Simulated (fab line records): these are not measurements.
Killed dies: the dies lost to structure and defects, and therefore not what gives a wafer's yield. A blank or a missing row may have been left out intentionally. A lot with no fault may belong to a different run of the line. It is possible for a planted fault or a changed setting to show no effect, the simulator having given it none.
8D (eight disciplines) problem report, filled in by code    flow sky130    the parts of the form that need people (team, actions taken, sign-off) are left out

## 1. WHAT WENT WRONG
On 2 wafers of 1 lot, killed_at_M4_up at SKY_PAD_OPEN_PROBE_99 has a mean of 29.5; fault-free wafers read 3.3, standard deviation 1.8. Measured from the usual mean, that is +15 standard deviations.
The first sign was on wafer L738.2 at day 50 05:03, on prober-02. At this step, 12 wafers from 5 lots have a number in the record. Rule for "out" (also "out of limits"): further than 4 standard deviations from the usual mean. Any other wafer with a number is counted as sound.

## 2. WHAT IT IS, WHAT IT ISN'T
question                     is                      is not
which readings at this step  killed_at_M4_up         killed_at_M0_to_M3, killed_at_contacts, killed_at_front_end, killed_at_other, killed_open, killed_short, sort_bin_6_memory
which lots                   L738                    L722, L723, L725, L736
which wafers of those lots   all that have a number  -
read on which tools          prober-02               prober-01
when                         from day 50 05:03       up to then (10 sound wafers)

## 3. WHAT RULES OUT EACH SUSPECT
Counting: a tool at any process step up to the reading remains a suspect when it ran all the lots that are out and ran no sound lot after the first of those.
- rie_diel-03 at SKY_VIA4_ETCH_12 (etches SiO2 in C4F8/O2/Ar, stops on TiN, target depth 580 nm): kept. It ran the lot that is out, L738 (day 47 18:59), and no sound lot after that; its last sound lot up to then is L736 (day 47 06:08).
- wet_bench-03 at SKY_VIA4_CLEAN_16 (cleans in O3/DIW): kept. It ran the lot that is out, L738 (day 47 19:34), and no sound lot after that; its last sound lot up to then is L736 (day 47 06:43).
- pvd_sputter-03 at SKY_METAL5_SPUTTER_00 (material Ti, target thk 15 nm, time 10 s): kept. It ran the lot that is out, L738 (day 47 20:26), and no sound lot after that; its last sound lot up to then is L723 (day 44 00:27).
- pvd_sputter-03 at SKY_METAL5_SPUTTER_03 (material Ti, target thk 5 nm, time 3.3 s): kept. It ran the lot that is out, L738 (day 47 20:32), and no sound lot after that; its last sound lot up to then is L723 (day 44 00:33).
- prober-02 at SKY_PAD_OPEN_PROBE_99: kept. It ran the lot that is out, L738 (day 50 05:03), and no sound lot after that; its last sound lot up to then is L723 (day 46 19:34). On those wafers its own readings are out: killed_at_M4_up.
Left after counting: rie_diel-03 at SKY_VIA4_ETCH_12, wet_bench-03 at SKY_VIA4_CLEAN_16, pvd_sputter-03 at SKY_METAL5_SPUTTER_00, pvd_sputter-03 at SKY_METAL5_SPUTTER_03, prober-02 at SKY_PAD_OPEN_PROBE_99.

## 4. THE CAUSE (what the simulator had put in)
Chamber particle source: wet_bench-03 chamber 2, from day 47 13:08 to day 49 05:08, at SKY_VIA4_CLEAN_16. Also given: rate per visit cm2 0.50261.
5 suspects survive the count, and this tool is in that group.

## 5. SEQUENCE OF EFFECTS, ordered by route
One row per reading whose mean, taken over the struck wafers that have a number, lies over 3 standard deviations from the usual. Only readings for which the record gives a usual standard deviation are gone through. hours: the time from each lot's start at the first step in this table that gives one to its start at this step, as a median over the lots. sigmas: the change in usual standard deviations.
hours  step                   reading          usual  on struck wafers  change  sigmas
0      SKY_PAD_OPEN_PROBE_99  killed_at_M4_up  3.3    29.5              +26.2   +15
Here are the process steps it includes:
- SKY_PAD_OPEN_PROBE_99

## 6. HOW IT WOULD HAVE BEEN CAUGHT EARLIER
64 hours passed between the start of the fault at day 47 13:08 and the first reading out of limits in this record, taken at day 50 05:03.
All the lots that are out (1) had begun SKY_VIA4_CLEAN_16 on wet_bench-03 by day 50 05:03. None of them would have been spared by holding the tool at that moment.
